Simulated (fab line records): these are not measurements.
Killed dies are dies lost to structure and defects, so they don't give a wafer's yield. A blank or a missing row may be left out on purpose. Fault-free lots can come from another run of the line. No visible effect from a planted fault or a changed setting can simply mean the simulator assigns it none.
Which tool did it? | flow gf180mcu | 13 lots, 39 wafers sampled, at 4 steps of a route of 602

WHAT THE GAUGES SHOWED, per wafer
GF_STI_BOW_MEAS_00. Usual: INCOMING_BOW gives 0 um (standard deviation 6.4).
lot  | measured    | on            | INCOMING_BOW (um) | flag
L691 | day 1 20:00 | film-metro-02 | 11 0 3            |
L692 | day 2 01:00 | film-metro-02 | -1 -9 6           |
L693 | day 2 06:02 | film-metro-03 | -2 0 12           |
L694 | day 2 11:01 | film-metro-01 | -7 -2 -22         |
L697 | day 3 02:02 | film-metro-01 | -3 -1 -6          |
L698 | day 3 07:00 | film-metro-02 | 8 1 3             |
L704 | day 4 13:00 | film-metro-01 | 10 -6 -7          |
L705 | day 4 18:00 | film-metro-01 | 5 4 4             |
L706 | day 4 23:01 | film-metro-01 | 0 2 -12           |
L707 | day 5 04:01 | film-metro-01 | 1 -3 1            |
L708 | day 5 09:04 | film-metro-03 | -2 5 -4           |
L709 | day 5 14:00 | film-metro-03 | 4 -3 -7           |
L710 | day 5 19:00 | film-metro-03 | -12 -3 3          |

GF_STI_THK_MEAS_02. Usual: STI_OXIDATION_THK gives 10.04 nm (standard deviation 0.18).
lot  | measured    | on            | STI_OXIDATION_THK (nm) | flag
L691 | day 1 21:31 | film-metro-02 | 10.10 10.19 10.16      |
L692 | day 2 02:59 | film-metro-03 | 10.13 10.09 10.13      |
L693 | day 2 08:16 | film-metro-03 | 10.32 10.48 10.37      |
L694 | day 2 13:10 | film-metro-02 | 10.11 10.23 9.93       |
L697 | day 3 04:20 | film-metro-01 | 10.17 10.34 10.38      |
L698 | day 3 09:34 | film-metro-02 | 10.18 10.09 10.27      |
L704 | day 4 14:31 | film-metro-01 | 10.35 10.38 10.15      |
L705 | day 4 19:31 | film-metro-02 | 9.83 9.91 9.90         |
L706 | day 5 00:53 | film-metro-02 | 9.96 10.00 10.02       |
L707 | day 5 05:31 | film-metro-03 | 10.07 9.95 10.02       |
L708 | day 5 10:32 | film-metro-02 | 10.40 10.31 10.32      |
L709 | day 5 15:31 | film-metro-03 | 9.88 9.96 9.87         |
L710 | day 5 20:49 | film-metro-01 | 9.78 9.97 9.81         |

GF_PSD_RS_MEAS_15: uses a four-point probe to measure. Usual: PSD_RS gives 108.63 ohm/sq (standard deviation 0.26).
lot  | measured     | on            | PSD_RS (ohm/sq)      | flag
L691 | day 14 21:41 | film-metro-04 | 108.11 108.02 107.92 |
L692 | day 15 07:35 | film-metro-02 | 108.95 108.83 108.57 |
L693 | day 15 17:45 | film-metro-02 | 108.73 108.30 108.56 |
L694 | day 16 02:23 | film-metro-02 | 108.33 108.42 108.60 |
L697 | day 17 03:13 | film-metro-04 | 108.76 108.82 108.78 |
L698 | day 17 08:04 | film-metro-02 | 108.94 109.05 108.83 |
L704 | day 19 12:05 | film-metro-04 | 108.82 108.76 108.09 |
L705 | day 20 02:44 | film-metro-02 | 108.44 108.61 108.35 |
L706 | day 20 11:39 | film-metro-02 | 108.48 108.69 108.31 |
L707 | day 20 13:47 | film-metro-02 | 108.32 108.52 108.68 |
L708 | day 21 01:02 | film-metro-04 | 108.31 108.28 108.70 |
L709 | day 21 06:02 | film-metro-01 | 108.60 108.87 108.79 |
L710 | day 21 15:31 | film-metro-02 | 108.78 109.00 108.91 |

EACH LOT AND THE TOOL THAT RAN IT (in order: tool; ch and the chambers of the sampled wafers; start)
lot  | GF_HV_LDD_STRIP_10
L691 | plasma-asher-01 ch 0,1, day 10 14:58
L692 | plasma-asher-02 ch 0,1, day 10 23:04
L693 | plasma-asher-01 ch 0,1, day 11 06:57
L694 | plasma-asher-03 ch 0,1, day 11 14:28
L697 | plasma-asher-03 ch 0,1, day 12 11:28
L698 | plasma-asher-03 ch 0,1, day 12 16:10
L704 | plasma-asher-01 ch 0,1, day 14 12:49
L705 | plasma-asher-02 ch 0,1, day 14 23:51
L706 | plasma-asher-02 ch 0,1, day 15 09:16
L707 | plasma-asher-01 ch 0,1, day 15 11:24
L708 | plasma-asher-01 ch 0,1, day 15 20:59
L709 | plasma-asher-01 ch 0, day 16 01:48
L710 | plasma-asher-03 ch 0,1, day 16 10:52
- GF_HV_LDD_STRIP_10: strips in O2/N2.

WHAT THE TOOLS THEMSELVES READ (means of the sampled wafers that have a number; where no wafer has one, the mark that the record gives instead)
GF_HV_LDD_STRIP_10. Usual: drypump-motor-current-A 5.7 A, standard deviation 0.5; heater-power-w 350 W, standard deviation 48; oes-product-au 0.716 a.u., standard deviation 0.0042; strip-time-to-endpoint-s 12.63 s, standard deviation 0.036.
lot  | tool            | drypump-motor-current-A (A) | heater-power-w (W) | oes-product-au (a.u.) | strip-time-to-endpoint-s (s) | flag
L691 | plasma-asher-01 | 5.7                         | 358                | 0.715                 | 12.58                        |
L692 | plasma-asher-02 | 6.1                         | 315                | 0.719                 | 12.64                        |
L693 | plasma-asher-01 | 5.8                         | 353                | 0.886                 | -                            | OFF
L694 | plasma-asher-03 | 5.3                         | 336                | 0.715                 | 12.66                        |
L697 | plasma-asher-03 | 5.8                         | 368                | 0.715                 | 12.67                        |
L698 | plasma-asher-03 | 5.3                         | 337                | 0.718                 | 12.58                        |
L704 | plasma-asher-01 | 5.8                         | 353                | 0.720                 | 12.63                        |
L705 | plasma-asher-02 | 6.1                         | 321                | 0.714                 | 12.60                        |
L706 | plasma-asher-02 | 5.8                         | 356                | 0.718                 | 12.64                        |
L707 | plasma-asher-01 | 5.8                         | 354                | 0.719                 | 12.63                        |
L708 | plasma-asher-01 | 5.8                         | 353                | 0.716                 | 12.59                        |
L709 | plasma-asher-01 | 5.6                         | 367                | 0.719                 | 12.66                        |
L710 | plasma-asher-03 | 5.8                         | 373                | 0.719                 | 12.68                        |

THE ANSWER, worked out from the rows above alone
Rule: a lot is off if the mean of its wafers that have a number lies more than 3 standard deviations from the usual mean. A lot without any number at a reading at which 4 lots or more have one is off too. The other lots that the step has rows for count as sound. After the gauges, taken in route order, come the tools' own readings; for these a lot's mean is taken, as printed above. The first step at which some lot is off is used, and at that step the reading that is off furthest; a lot without a number counts as furthest.
Off: L693, at GF_HV_LDD_STRIP_10 (strip-time-to-endpoint-s). Without a number there: L693.
If a tool, at that step or one of the process steps before it, ran each lot that is off and ran no sound lot following the first of them, it fits. Of those tried, none fits.

WHAT THE SIMULATOR PUT IN
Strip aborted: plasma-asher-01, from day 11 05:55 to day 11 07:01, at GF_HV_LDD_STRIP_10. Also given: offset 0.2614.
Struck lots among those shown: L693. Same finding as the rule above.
